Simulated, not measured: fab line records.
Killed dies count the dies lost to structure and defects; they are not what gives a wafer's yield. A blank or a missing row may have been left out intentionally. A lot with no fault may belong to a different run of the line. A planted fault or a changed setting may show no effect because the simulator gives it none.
fab line records ; flow sky130 ; part 2 of 2: steps 24 to 32 of 32
record lots=5; wafers=15; last-day=49
route steps=708 shown VIA4@644 METAL5@661
lots with no fault: from the same line, run without faults
start-h: hours from the record's first day to the start of the lot's first wafer shown ; wait-h: hours from the lot's prior step to this one ; " unchanged from the row above ; L1.1+2: a row that stands for several wafers ; - no value, or no start was given ; * or withheld: withheld ; < > ~ a bound
route shown NAME@n: names a module that has steps shown in the file, with the first one's number in the route ; usual: mean/standard deviation of fault-free wafers ; same: alike in all rows ; chamber/n: place in a boat ; sites: readings site by site ; _std_site: standard deviation of those values ; _edge_site: the outer-site mean with the inner-site mean subtracted ; radius-mm: for every site, how far away it sits from the centre of the wafer ; mask NAME#n: copy n ; behind: the most recent tool/chamber to have shaped the wafer ; hold: the reason the lot was held/the length of the hold in hours/how it ended ; device: names the non-switching transistor (n, p or np) ; end of line: the route-end tests of the same wafers ; for a step that has no rows: nothing shown but its recipe ; killed: not the wafer's yield, but the dies lost to structure and defects at the first sort ; map: shows each die of a wafer: x if killed, . if not, _ if none is there
set.NAME: the setting as run; set.NAME@STEP: as run at that earlier step ; model.NAME: the simulator's own value behind a step, which no gauge read
lots at selected steps of the route; one table per step, one row per wafer
services: from which hour (start-h, from the record's first day; less than 0 if before it) a tool's chamber was out of use, for how many hours, and why
## steps
# step SKY_METAL5_THK_MEAS_06
# recipe thk-meas-gauge=xrf; reads=AlCu_of_METAL5_SPUTTER_02
# usual METAL5_ALCU_THK=1140/14
lot.wafer;tool;chamber;start-h;wait-h;METAL5_ALCU_THK[nm]
L074.2;film-metro-02;-;1000.73;0.1;1147
L074.3;film-metro-02;-;1000.73;0.1;1131
L074.6;film-metro-02;-;1000.73;0.1;1131
L082.1;film-metro-03;-;1058.52;0.1;1122
L082.5;film-metro-03;-;1058.52;0.1;1130
L082.6;film-metro-03;-;1058.52;0.1;1134
L085.1;film-metro-02;-;1084.16;0.1;1154
L085.3;film-metro-02;-;1084.16;0.1;1146
L085.6;film-metro-02;-;1084.16;0.1;1135
L088.2;film-metro-03;-;1092.86;0.1;1133
L088.3;film-metro-03;-;1092.86;0.1;1130
L088.6;film-metro-03;-;1092.86;0.1;1139
L093.2;film-metro-03;-;1118.31;0.1;1143
L093.3;film-metro-03;-;1118.31;0.1;1143
L093.4;film-metro-03;-;1118.31;0.1;1147
# step SKY_METAL5_DEHYDRATE_07
# recipe temp-c=200; time-s=60
# usual exhaust-pa=45.0/0.84
lot.wafer;tool;chamber;start-h;wait-h;exhaust-pa
L074.2;litho-track-02;0;1011.44;10.7;44.4
L074.3;litho-track-02;0;1011.44;10.7;44.9
L074.6;litho-track-02;0;1011.44;10.7;45.7
L082.1;litho-track-03;0;1068.99;10.5;46.0
L082.5;litho-track-03;0;1068.99;10.5;47.0
L082.6;litho-track-03;0;1068.99;10.5;45.7
L085.1;litho-track-01;0;1093.63;9.5;44.8
L085.3;litho-track-01;0;1093.63;9.5;44.3
L085.6;litho-track-01;0;1093.63;9.5;43.6
L088.2;litho-track-01;0;1102.20;9.3;46.6
L088.3;litho-track-01;0;1102.20;9.3;43.9
L088.6;litho-track-01;0;1102.20;9.3;44.0
L093.2;litho-track-03;0;1127.01;8.7;43.8
L093.3;litho-track-03;0;1127.01;8.7;45.1
L093.4;litho-track-03;0;1127.01;8.7;44.6
# step SKY_METAL5_HMDS_08
# recipe prime-time-s=60; prime-temp-c=120
# usual exhaust-pa=45.0/0.95
lot.wafer;tool;chamber;start-h;wait-h;exhaust-pa
L074.2;litho-track-02;0;1011.59;0.1;45.1
L074.3;litho-track-02;0;1011.59;0.1;45.4
L074.6;litho-track-02;0;1011.59;0.1;44.2
L082.1;litho-track-03;0;1069.14;0.1;43.5
L082.5;litho-track-03;0;1069.14;0.1;44.1
L082.6;litho-track-03;0;1069.14;0.1;45.4
L085.1;litho-track-01;0;1093.78;0.1;45.7
L085.3;litho-track-01;0;1093.78;0.1;46.7
L085.6;litho-track-01;0;1093.78;0.1;46.0
L088.2;litho-track-01;0;1102.35;0.1;46.1
L088.3;litho-track-01;0;1102.35;0.1;46.5
L088.6;litho-track-01;0;1102.35;0.1;45.7
L093.2;litho-track-03;0;1127.16;0.1;44.8
L093.3;litho-track-03;0;1127.16;0.1;45.3
L093.4;litho-track-03;0;1127.16;0.1;45.3
# step SKY_METAL5_COAT_09
# recipe resist=NOVOLAK; spin-rpm=3000; resist-thk-nm=1800
# usual exhaust-pa=44.8/1
lot.wafer;tool;chamber;start-h;wait-h;exhaust-pa
L074.2;litho-track-02;0;1011.74;0.1;46.8
L074.3;litho-track-02;0;1011.74;0.1;45.7
L074.6;litho-track-02;0;1011.74;0.1;46.0
L082.1;litho-track-03;0;1069.29;0.1;45.8
L082.5;litho-track-03;0;1069.29;0.1;45.4
L082.6;litho-track-03;0;1069.29;0.1;44.5
L085.1;litho-track-01;0;1093.93;0.1;44.8
L085.3;litho-track-01;0;1093.93;0.1;43.9
L085.6;litho-track-01;0;1093.93;0.1;43.3
L088.2;litho-track-01;0;1102.50;0.1;46.0
L088.3;litho-track-01;0;1102.50;0.1;45.8
L088.6;litho-track-01;0;1102.50;0.1;47.0
L093.2;litho-track-03;0;1127.31;0.1;46.0
L093.3;litho-track-03;0;1127.31;0.1;45.2
L093.4;litho-track-03;0;1127.31;0.1;45.2
# step SKY_METAL5_SOFTBAKE_10
# recipe temp-c=90; time-s=60; resist=NOVOLAK
# usual exhaust-pa=45.1/1
lot.wafer;tool;chamber;start-h;wait-h;exhaust-pa
L074.2;litho-track-02;0;1011.89;0.1;44.8
L074.3;litho-track-02;0;1011.89;0.1;43.9
L074.6;litho-track-02;0;1011.89;0.1;43.7
L082.1;litho-track-03;0;1069.44;0.1;43.6
L082.5;litho-track-03;0;1069.44;0.1;44.4
L082.6;litho-track-03;0;1069.44;0.1;43.5
L085.1;litho-track-01;0;1094.08;0.1;44.3
L085.3;litho-track-01;0;1094.08;0.1;44.4
L085.6;litho-track-01;0;1094.08;0.1;44.2
L088.2;litho-track-01;0;1102.65;0.1;45.6
L088.3;litho-track-01;0;1102.65;0.1;46.8
L088.6;litho-track-01;0;1102.65;0.1;45.4
L093.2;litho-track-03;0;1127.46;0.1;42.9
L093.3;litho-track-03;0;1127.46;0.1;44.8
L093.4;litho-track-03;0;1127.46;0.1;43.6
# step SKY_METAL5_EXPOSE_11
# recipe mask-id=MM5; na=0.6; source-shape=conventional; sigma-outer=0.6; polarization=unpolarized; target-cd-nm=1600; dose-mj=190
# usual focus-offset-nm=-0.1/0.52
# same na=0.6
lot.wafer;tool;chamber;start-h;wait-h;mask;focus-offset-nm
L074.2;iline-stepper-01;0;-;-;MM5#0;1.1
L074.3;iline-stepper-01;0;-;-;MM5#0;0.3
L074.6;iline-stepper-01;0;-;-;MM5#0;0.1
L082.1;iline-stepper-01;0;-;-;MM5#0;-0.1
L082.5;iline-stepper-01;0;-;-;MM5#0;-1.3
L082.6;iline-stepper-01;0;-;-;MM5#0;-1.4
L085.1;iline-stepper-02;0;-;-;MM5#0;-0.6
L085.3;iline-stepper-02;0;-;-;MM5#0;-0.1
L085.6;iline-stepper-02;0;-;-;MM5#0;-0.1
L088.2;iline-stepper-02;0;-;-;MM5#0;-0.2
L088.3;iline-stepper-02;0;-;-;MM5#0;0.1
L088.6;iline-stepper-02;0;-;-;MM5#0;-0.5
L093.2;iline-stepper-01;0;-;-;MM5#0;0.2
L093.3;iline-stepper-01;0;-;-;MM5#0;0.3
L093.4;iline-stepper-01;0;-;-;MM5#0;-0.4
# step SKY_METAL5_PEB_12
# recipe temp-c=withheld; time-s=*; resist=NOVOLAK
# usual exhaust-pa=45.1/1
lot.wafer;tool;chamber;start-h;wait-h;exhaust-pa
L074.2;litho-track-01;0;-;-;44.7
L074.3;litho-track-01;0;-;-;45.2
L074.6;litho-track-01;0;-;-;44.9
L082.1;litho-track-02;0;-;-;43.3
L082.5;litho-track-02;0;-;-;44.8
L082.6;litho-track-02;0;-;-;45.1
L085.1;litho-track-02;0;-;-;45.0
L085.3;litho-track-02;0;-;-;44.5
L085.6;litho-track-02;0;-;-;45.5
L088.2;litho-track-02;0;-;-;43.3
L088.3;litho-track-02;0;-;-;44.8
L088.6;litho-track-02;0;-;-;45.7
L093.2;litho-track-01;0;-;-;44.6
L093.3;litho-track-01;0;-;-;44.8
L093.4;litho-track-01;0;-;-;44.9
# step SKY_METAL5_DEVELOP_13
# recipe resist=NOVOLAK; developer=TMAH; develop-time-s=60; dev-temp-c=23
# usual exhaust-pa=45.2/0.83
lot.wafer;tool;chamber;start-h;wait-h;exhaust-pa
L074.2;litho-track-01;0;1023.00;0.1;45.3
L074.3;litho-track-01;0;1023.00;0.1;45.2
L074.6;litho-track-01;0;1023.00;0.1;44.5
L082.1;litho-track-02;0;1079.11;0.1;44.7
L082.5;litho-track-02;0;1079.11;0.1;43.7
L082.6;litho-track-02;0;1079.11;0.1;45.9
L085.1;litho-track-02;0;1103.81;0.1;44.2
L085.3;litho-track-02;0;1103.81;0.1;45.1
L085.6;litho-track-02;0;1103.81;0.1;45.2
L088.2;litho-track-02;0;1112.54;0.1;45.5
L088.3;litho-track-02;0;1112.54;0.1;43.6
L088.6;litho-track-02;0;1112.54;0.1;45.1
L093.2;litho-track-01;0;1135.55;0.1;45.3
L093.3;litho-track-01;0;1135.55;0.1;44.7
L093.4;litho-track-01;0;1135.55;0.1;44.9
# step SKY_METAL5_DESCUM_14
# recipe chemistry=O2; source-power-w=150; bias-power-w=0; pressure-mtorr=10; temp-c=40; time-s=11
# usual chamber-pressure-mTorr=10.000/0.0098; drypump-motor-current-A=5.9/0.46; oes-product-au=0.996/0.0077
lot.wafer;tool;chamber;start-h;wait-h;chamber-pressure-mTorr;drypump-motor-current-A;oes-product-au;rf-hours-counter-h
L074.2;rie-metal-02;1;1023.13;0.1;9.999;6.4;0.996;11
L074.3;rie-metal-02;1;1023.13;0.1;10.001;6.4;0.994;-
L074.6;rie-metal-02;0;1023.13;0.1;9.995;5.3;1.003;-
L082.1;rie-metal-02;1;1079.26;0.1;10.005;6.4;1.001;15
L082.5;rie-metal-02;1;1079.26;0.1;10.005;6.4;1.023;-
L082.6;rie-metal-02;0;1079.26;0.1;9.990;5.3;1.002;-
L085.1;rie-metal-03;0;1103.96;0.1;9.980;6.4;0.990;18
L085.3;rie-metal-03;0;1103.96;0.1;10.000;6.3;0.988;-
L085.6;rie-metal-03;0;1103.96;0.1;10.008;6.3;0.992;-
L088.2;rie-metal-03;0;1112.67;0.1;9.998;6.4;0.997;-
L088.3;rie-metal-03;0;1112.67;0.1;9.997;6.4;0.997;-
L088.6;rie-metal-03;0;1112.67;0.1;10.007;6.4;0.986;-
L093.2;rie-metal-01;0;1135.68;0.1;9.990;5.6;1.007;18
L093.3;rie-metal-01;0;1135.68;0.1;9.997;5.6;1.011;-
L093.4;rie-metal-01;1;1135.68;0.1;10.011;5.6;0.999;-
## services
tool;chamber;start-h;hours;kind
pvd-sputter-03;-;966.99;1.4;repair
rie-diel-04;2;968.67;16.7;repair
cmp-01;-;970.87;0.7;repair
rie-diel-04;-;979.03;0.4;repair
cmp-02;-;982.27;5.7;repair
iline-stepper-01;-;982.77;12.7;repair
cmp-02;-;985.78;0.9;repair
rie-diel-03;3;992.40;1.3;repair
iline-stepper-02;-;995.46;1.7;pm
pvd-sputter-03;-;997.30;3.7;repair
cmp-01;-;1000.58;7.5;pm
cmp-02;-;1028.72;1.2;repair
pvd-sputter-01;-;1065.34;3.5;repair
iline-stepper-02;-;1072.21;10.2;repair
cmp-02;-;1084.17;4.0;pm
cmp-02;-;1088.17;3.4;pm
iline-stepper-01;-;1092.36;0.6;repair
pvd-sputter-02;-;1096.19;4.7;repair
wet-bench-04;-;1107.93;2.3;repair
cvd-w-01;-;1115.63;0.6;repair
wet-bench-01;-;1116.06;2.2;repair
cmp-02;-;1123.47;2.3;repair
cmp-02;-;1127.29;17.4;pm
pvd-sputter-02;-;1132.00;3.6;repair
